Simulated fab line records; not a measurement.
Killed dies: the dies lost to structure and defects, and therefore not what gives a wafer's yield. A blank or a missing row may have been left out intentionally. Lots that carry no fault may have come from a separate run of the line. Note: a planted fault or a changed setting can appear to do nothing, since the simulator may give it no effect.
Comparing a struck lot with a sound one ; flow gf180mcu ; 14 out of 602 route steps
Sound: the wafers L524.1, L524.2, L524.3. Wafers struck: L520.1, L520.5, L520.6. At the end, the cause is stated.
For every step that has rows: the tool of each side, followed by ch and its chambers, followed by its first start. Under that, the readings that differ: sound wafers ; struck wafers ; difference of the means ; sigmas: that difference in standard deviations of wafers without a fault.
alike: words and numbers the same on both sides, and readings whose means are apart by under 2 such deviations; not compared: readings that were withheld, readings missing a value for some wafer, numbers with overlapping values and no deviation given by the record, and bounds like >300 which may hide the same value.
A row with sigmas, a row that says differs or no value, or rows on one side alone: a step with any of these is where the two part. Non-overlapping numbers with no deviation appear without sigmas and do not part them. A reading that every wafer of one side lacks parts them only if that side has two wafers or more.

first, 3 steps without rows for these wafers: GF_HV_LDD_EXPOSE_16 (exposes mask Pplus LV AREA, target cd 400 nm); GF_HV_LDD_PEB_17; GF_HV_LDD_DEVELOP_18 (develop time 60 s).
GF_HV_LDD_CD_MEAS_19: the cd target is 400 nm.
  sound on cd sem-01, day 16 01:47; struck on cd sem-01, day 14 18:46
  alike: cd nm
GF_HV_LDD_OVL_MEAS_20:
  sound on overlay-01, day 16 01:55; struck on overlay-01, day 14 18:53
  alike: HV_LDD_01_OVL
after that, 1 step had no rows for these wafers: GF_HV_LDD_IMPLANT_21.
GF_HV_LDD_STRIP_22: strips in O2/N2.
  sound on plasma asher-04 ch 0,1, day 16 02:05; struck on plasma asher-02 ch 0,1, day 14 19:05
  alike: drypump motor current A, heater power w, oes product au, strip time to endpoint s
  not compared: rf hours counter h
GF_HV_LDD_TW_MEAS_23:
  sound on film metro-03, day 16 02:11; struck on film metro-03, day 14 19:11
  alike: HV_LDD_2_TW
then, 4 steps without rows for these wafers: GF_HV_LDD_DEHYDRATE_24 (time 60 s); GF_HV_LDD_HMDS_25 (prime time 60 s); GF_HV_LDD_COAT_26 (resist thk 1000 nm); GF_HV_LDD_SOFTBAKE_27 (time 60 s).
GF_HV_LDD_EXPOSE_28: exposes mask Nplus HV AREA, target cd 400 nm.
  struck on iline stepper-01, day 15 06:18; sound on iline stepper-02 ch 0, day 16 12:32
  no value came back on the struck wafers for exposure dose mJ cm2, focus offset nm (nm), reticle temp C (C); on the sound wafers exposure dose mJ cm2 reads 139.99 140.25 140.17
reading;sound;struck;difference;sigmas
model.HV_LDD.overlay x nm (nm);1.13 1.13 1.13;-2.784 -2.784 -2.784;-3.914;
model.HV_LDD.overlay y nm (nm);-1.989 -1.989 -1.989;-1.28 -1.28 -1.28;+0.71;
  alike: mask
after that, 1 step had no rows for these wafers: GF_HV_LDD_PEB_29.

## WHERE THEY PART
At GF_HV_LDD_EXPOSE_28 and nowhere else, as far as this record goes.

WHY: what the simulator had put in
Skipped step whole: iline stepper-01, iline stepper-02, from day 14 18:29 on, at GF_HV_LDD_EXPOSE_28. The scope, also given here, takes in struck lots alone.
